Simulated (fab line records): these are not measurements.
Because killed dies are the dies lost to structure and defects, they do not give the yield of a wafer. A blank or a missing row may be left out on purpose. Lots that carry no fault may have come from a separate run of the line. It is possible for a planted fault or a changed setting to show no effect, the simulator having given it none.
Which tool is to blame? -- flow gf180mcu -- 24 lots, 72 wafers sampled, at 6 steps of a route of 602

== WHAT EACH GAUGE READ, for each wafer ==
GF_M4_OVL_MEAS_15. Usual: for M4_OVL the level is -2 nm and the standard deviation is 5.2.
lot,measured,on,M4_OVL (nm),flag
L074,day 23 17:16,overlay-01,-7 -6 -3,
L075,day 23 21:41,overlay-02,0 -7 -9,
L076,day 24 06:20,overlay-02,-8 -1 1,
L077,day 24 06:38,overlay-02,-5 2 -4,
L078,day 25 04:50,overlay-01,1 -1 -7,
L079,day 25 10:14,overlay-02,2 -7 2,
L080,day 25 20:20,overlay-02,1 -2 0,
L081,day 26 11:05,overlay-02,-2 4 5,
L082,day 26 17:23,overlay-01,-4 -3 -4,
L083,day 26 21:00,overlay-01,2 3 7,
L084,day 27 04:57,overlay-01,11 -5 -3,
L085,day 27 12:38,overlay-01,-3 -7 -7,
L086,day 27 18:51,overlay-01,-2 -1 -1,
L087,day 27 22:32,overlay-01,-5 -1 -1,
L089,day 28 09:32,overlay-02,5 2 2,
L088,day 28 11:51,overlay-01,5 -5 -6,
L090,day 28 16:59,overlay-02,-12 -11 -15,
L091,day 29 00:02,overlay-02,-13 -10 -7,
L092,day 29 03:14,overlay-02,2 5 4,
L093,day 29 05:09,overlay-01,-4 -4 -2,
L094,day 29 15:35,overlay-01,-6 -5 -7,
L095,day 29 23:26,overlay-01,2 2 -1,
L096,day 30 03:58,overlay-01,2 -1 7,
L097,day 30 10:10,overlay-01,0 -2 -12,

GF_V5_OVL_MEAS_15. Usual: for V5_OVL the level is 2 nm and the standard deviation is 5.5.
lot,measured,on,V5_OVL (nm),flag
L074,day 27 11:08,overlay-01,-5 -5 0,
L075,day 27 14:05,overlay-01,11 10 10,
L076,day 27 22:53,overlay-01,-4 -11 -5,
L077,day 27 23:14,overlay-01,8 2 5,
L078,day 28 18:50,overlay-01,4 9 4,
L079,day 28 23:54,overlay-01,10 4 6,
L080,day 29 09:35,overlay-01,8 1 4,
L081,day 29 21:55,overlay-01,3 5 3,
L082,day 30 04:44,overlay-01,-2 -4 -2,
L083,day 30 08:19,overlay-01,0 5 4,
L084,day 30 15:27,overlay-01,-3 -9 -5,
L085,day 30 23:02,overlay-01,-3 -3 0,
L086,day 31 03:08,overlay-01,-3 -4 -2,
L087,day 31 06:54,overlay-01,1 4 5,
L089,day 31 16:27,overlay-01,4 7 7,
L088,day 31 19:03,overlay-01,2 5 0,
L090,day 31 22:06,overlay-01,1 -3 3,
L091,day 32 06:08,overlay-01,-3 1 -4,
L092,day 32 08:56,overlay-01,-6 -8 -4,
L093,day 32 10:13,overlay-01,9 6 14,
L094,day 32 20:20,overlay-01,1 3 7,
L095,day 33 02:06,overlay-02,8 13 4,
L096,day 33 05:29,overlay-01,-1 2 -3,
L097,day 33 10:29,overlay-01,7 2 -2,

== WHICH TOOL RAN EACH LOT (tool, then ch and the chambers of the sampled wafers, then the start) ==
lot,GF_V2_ETCH_16,GF_V2_CVD_23,GF_M3_SPUTTER_01,GF_V3_ETCH_16
L074,"rie-diel-01 ch 0,2,3, day 20 12:41","cvd-w-01 ch 0, day 20 13:35","pvd-sputter-02, day 20 14:19","rie-diel-04 ch 1,2,3, day 22 15:49"
L075,"rie-diel-02 ch 0,1, day 20 16:23","cvd-w-02 ch 0,1, day 20 17:12","pvd-sputter-02, day 20 17:51","rie-diel-04 ch 1,2,3, day 22 20:05"
L076,"rie-diel-04 ch 0,3, day 21 03:07","cvd-w-02 ch 0,1, day 21 03:52","pvd-sputter-03, day 21 04:34","rie-diel-01 ch 1,2,3, day 23 05:29"
L077,"rie-diel-01 ch 1,2,3, day 21 03:17","cvd-w-01 ch 0, day 21 04:03","pvd-sputter-02, day 21 04:52","rie-diel-03 ch 0,1,3, day 23 05:50"
L078,"rie-diel-04 ch 1,3, day 22 04:17","cvd-w-02 ch 0,1, day 22 05:03","pvd-sputter-03, day 22 05:44","rie-diel-01 ch 1,2, day 24 06:03"
L079,"rie-diel-01 ch 0,1,3, day 22 10:17","cvd-w-01 ch 0,1, day 22 11:03","pvd-sputter-03, day 22 11:44","rie-diel-01 ch 0,1,3, day 24 11:11"
L080,"rie-diel-02 ch 0,2, day 22 21:03","cvd-w-02 ch 0,1, day 22 21:51","pvd-sputter-03, day 22 22:32","rie-diel-04 ch 0,3, day 24 21:12"
L081,"rie-diel-02 ch 1,2,3, day 23 13:11","cvd-w-01 ch 0,1, day 23 13:57","pvd-sputter-02, day 23 14:38","rie-diel-01 ch 0,1,2, day 25 12:33"
L082,"rie-diel-01 ch 0,1,3, day 23 21:27","cvd-w-01 ch 0,1, day 23 22:13","pvd-sputter-04, day 23 22:55","rie-diel-01 ch 2,3, day 25 19:15"
L083,"rie-diel-01 ch 0,2,3, day 24 00:36","cvd-w-01 ch 0,1, day 24 01:22","pvd-sputter-02, day 24 02:04","rie-diel-04 ch 0,1,2, day 25 22:47"
L084,"rie-diel-01 ch 1,2,3, day 24 09:53","cvd-w-01 ch 0,1, day 24 10:41","pvd-sputter-04, day 24 11:23","rie-diel-03 ch 1,2,3, day 26 06:34"
L085,"rie-diel-02 ch 2,3, day 24 17:57","cvd-w-02 ch 0,1, day 24 18:44","pvd-sputter-03, day 24 19:36","rie-diel-04 ch 0,1,3, day 26 14:53"
L086,"rie-diel-04 ch 1,2, day 24 23:35","cvd-w-02 ch 0,1, day 25 00:23","pvd-sputter-02, day 25 01:02","rie-diel-03 ch 0,1,2, day 26 20:52"
L087,"rie-diel-02 ch 0,1, day 25 03:57","cvd-w-01 ch 0,1, day 25 04:45","pvd-sputter-04, day 25 05:25","rie-diel-01 ch 0,2,3, day 27 00:46"
L089,"rie-diel-01 ch 2,3, day 25 16:29","cvd-w-02 ch 0,1, day 25 17:20","pvd-sputter-02, day 25 18:02","rie-diel-01 ch 1,2,3, day 27 11:57"
L088,"rie-diel-04 ch 0,1, day 25 18:49","cvd-w-01 ch 0,1, day 25 20:00","pvd-sputter-03, day 25 20:41","rie-diel-01 ch 1,2,3, day 27 14:32"
L090,"rie-diel-01 ch 0,1,3, day 26 00:32","cvd-w-02 ch 0,1, day 26 01:20","pvd-sputter-04, day 26 02:01","rie-diel-01 ch 2,3, day 27 19:19"
L091,"rie-diel-01 ch 0,1,3, day 26 06:45","cvd-w-01 ch 0,1, day 26 07:33","pvd-sputter-04, day 26 08:13","rie-diel-01 ch 1,3, day 28 02:25"
L092,"rie-diel-01 ch 2,3, day 26 11:00","cvd-w-01 ch 0,1, day 26 11:49","pvd-sputter-03, day 26 12:30","rie-diel-03 ch 2,3, day 28 06:32"
L093,"rie-diel-01 ch 0,2,3, day 26 12:43","cvd-w-01 ch 0, day 26 13:29","pvd-sputter-02, day 26 14:10","rie-diel-01 ch 1,3, day 28 08:23"
L094,"rie-diel-04 ch 0,2,3, day 27 00:38","cvd-w-01 ch 0,1, day 27 01:26","pvd-sputter-04, day 27 02:06","rie-diel-03 ch 0,2,3, day 28 19:06"
L095,"rie-diel-02 ch 2,3, day 27 09:26","cvd-w-02 ch 0,1, day 27 10:12","pvd-sputter-02, day 27 11:09","rie-diel-01 ch 1,2,3, day 29 03:02"
L096,"rie-diel-01 ch 2,3, day 27 13:46","cvd-w-01 ch 0,1, day 27 14:38","pvd-sputter-03, day 27 15:17","rie-diel-04 ch 0,2,3, day 29 07:37"
L097,"rie-diel-04 ch 0,1,3, day 27 19:11","cvd-w-02 ch 0,1, day 27 20:17","pvd-sputter-02, day 27 20:59","rie-diel-04 ch 2,3, day 29 13:45"
- GF_V2_ETCH_16: etches BARC in N2/H2.
- GF_V2_CVD_23: deposits W, target thk 350 nm, time 104.94 s.
- GF_M3_SPUTTER_01: material TiN, target thk 30 nm, time 25 s.
- GF_V3_ETCH_16: etches BARC in N2/H2.

== AS READ BY THE TOOLS THEMSELVES (means over the sampled wafers that have a number; for cases with no such wafer, the mark the record gives instead) ==
GF_V2_ETCH_16. Usual: drypump-motor-current-A 5.8 A, standard deviation 0.46; oes-product-au 0.855 a.u., standard deviation 0.0048; throttle-valve-pct 13.224 %, standard deviation 0.0083.
lot,tool,drypump-motor-current-A (A),oes-product-au (a.u.),throttle-valve-pct (%),flag
L074,rie-diel-01,5.9,0.856,13.231,
L075,rie-diel-02,6.1,0.853,13.222,
L076,rie-diel-04,6.1,0.855,13.221,
L077,rie-diel-01,5.7,0.854,13.224,
L078,rie-diel-04,5.5,0.855,13.224,
L079,rie-diel-01,5.9,0.857,13.227,
L080,rie-diel-02,5.6,0.855,13.224,
L081,rie-diel-02,6.0,0.854,13.229,
L082,rie-diel-01,5.9,0.853,13.231,
L083,rie-diel-01,5.9,0.860,13.222,
L084,rie-diel-01,5.7,0.857,13.222,
L085,rie-diel-02,6.0,0.856,13.226,
L086,rie-diel-04,5.7,0.859,13.240,
L087,rie-diel-02,6.1,0.852,13.233,
L089,rie-diel-01,5.8,0.852,13.224,
L088,rie-diel-04,5.3,0.853,13.224,
L090,rie-diel-01,5.9,0.855,13.224,
L091,rie-diel-01,5.8,0.852,13.224,
L092,rie-diel-01,5.8,0.857,13.221,
L093,rie-diel-01,5.9,0.850,13.219,
L094,rie-diel-04,6.0,0.862,13.228,
L095,rie-diel-02,5.7,0.850,13.221,
L096,rie-diel-01,5.8,0.855,13.217,
L097,rie-diel-04,5.6,0.862,13.222,

GF_V2_CVD_23. Usual: heater-power-outer-w 495 W, standard deviation 32; heater-power-w 826 W, standard deviation 66.
lot,tool,heater-power-outer-w (W),heater-power-w (W),flag
L074,cvd-w-01,501,820,
L075,cvd-w-02,489,763,
L076,cvd-w-02,484,752,
L077,cvd-w-01,495,836,
L078,cvd-w-02,461,745,
L079,cvd-w-01,512,884,
L080,cvd-w-02,486,759,
L081,cvd-w-01,505,878,
L082,cvd-w-01,517,893,
L083,cvd-w-01,513,863,
L084,cvd-w-01,514,876,
L085,cvd-w-02,483,768,
L086,cvd-w-02,483,785,
L087,cvd-w-01,507,869,
L089,cvd-w-02,459,765,
L088,cvd-w-01,521,886,
L090,cvd-w-02,461,767,
L091,cvd-w-01,515,874,
L092,cvd-w-01,522,902,
L093,cvd-w-01,501,841,
L094,cvd-w-01,511,864,
L095,cvd-w-02,479,773,
L096,cvd-w-01,514,890,
L097,cvd-w-02,459,756,

GF_M3_SPUTTER_01. Usual: throttle-valve-pct 29.7 %, standard deviation 1.2.
lot,tool,throttle-valve-pct (%),flag
L074,pvd-sputter-02,28.5,
L075,pvd-sputter-02,29.6,
L076,pvd-sputter-03,28.8,
L077,pvd-sputter-02,29.0,
L078,pvd-sputter-03,29.7,
L079,pvd-sputter-03,30.5,
L080,pvd-sputter-03,31.7,
L081,pvd-sputter-02,29.4,
L082,pvd-sputter-04,29.4,
L083,pvd-sputter-02,28.9,
L084,pvd-sputter-04,29.5,
L085,pvd-sputter-03,29.4,
L086,pvd-sputter-02,29.1,
L087,pvd-sputter-04,30.0,
L089,pvd-sputter-02,29.7,
L088,pvd-sputter-03,29.8,
L090,pvd-sputter-04,28.9,
L091,pvd-sputter-04,29.2,
L092,pvd-sputter-03,31.0,
L093,pvd-sputter-02,29.6,
L094,pvd-sputter-04,29.1,
L095,pvd-sputter-02,29.4,
L096,pvd-sputter-03,29.5,
L097,pvd-sputter-02,28.8,

GF_V3_ETCH_16. Usual: drypump-motor-current-A 5.8 A, standard deviation 0.49; oes-product-au 0.855 a.u., standard deviation 0.0051; throttle-valve-pct 13.226 %, standard deviation 0.009.
lot,tool,drypump-motor-current-A (A),oes-product-au (a.u.),throttle-valve-pct (%),flag
L074,rie-diel-04,5.6,0.856,13.234,
L075,rie-diel-04,5.6,0.853,13.222,
L076,rie-diel-01,5.7,0.848,13.221,
L077,rie-diel-03,5.8,0.853,13.216,
L078,rie-diel-01,5.4,0.850,13.226,
L079,rie-diel-01,5.9,0.861,13.228,
L080,rie-diel-04,5.9,0.851,13.217,
L081,rie-diel-01,5.5,0.855,13.230,
L082,rie-diel-01,6.1,0.858,13.221,
L083,rie-diel-04,5.7,0.855,13.221,
L084,rie-diel-03,6.0,0.851,13.225,
L085,rie-diel-04,5.6,0.857,13.227,
L086,rie-diel-03,6.0,0.857,13.224,
L087,rie-diel-01,5.9,0.852,13.231,
L089,rie-diel-01,5.7,0.851,13.222,
L088,rie-diel-01,5.7,0.856,13.223,
L090,rie-diel-01,6.1,0.857,13.234,
L091,rie-diel-01,6.1,0.855,13.216,
L092,rie-diel-03,6.2,0.851,13.226,
L093,rie-diel-01,5.6,0.857,13.240,
L094,rie-diel-03,6.0,0.861,13.227,
L095,rie-diel-01,5.7,0.856,13.227,
L096,rie-diel-04,6.0,0.862,13.232,
L097,rie-diel-04,5.9,0.853,13.229,

== THE ANSWER, worked out from the rows above alone ==
Rule: a lot counts as off when the mean over its wafers that have a number is more than 3 standard deviations away from the usual mean. Also off: a lot with no number at a reading for which 4 or more lots have one. Any other lot the step has rows for is counted as sound. First the gauges in route order, then the tools' own readings, where a lot's mean is used as printed above. The first step at which some lot is off is used, and at that step the reading that is off furthest; a lot without a number counts as furthest.
Nothing can be told from this: no lot is off at any reading shown.

== WHAT WAS PUT IN BY THE SIMULATOR ==
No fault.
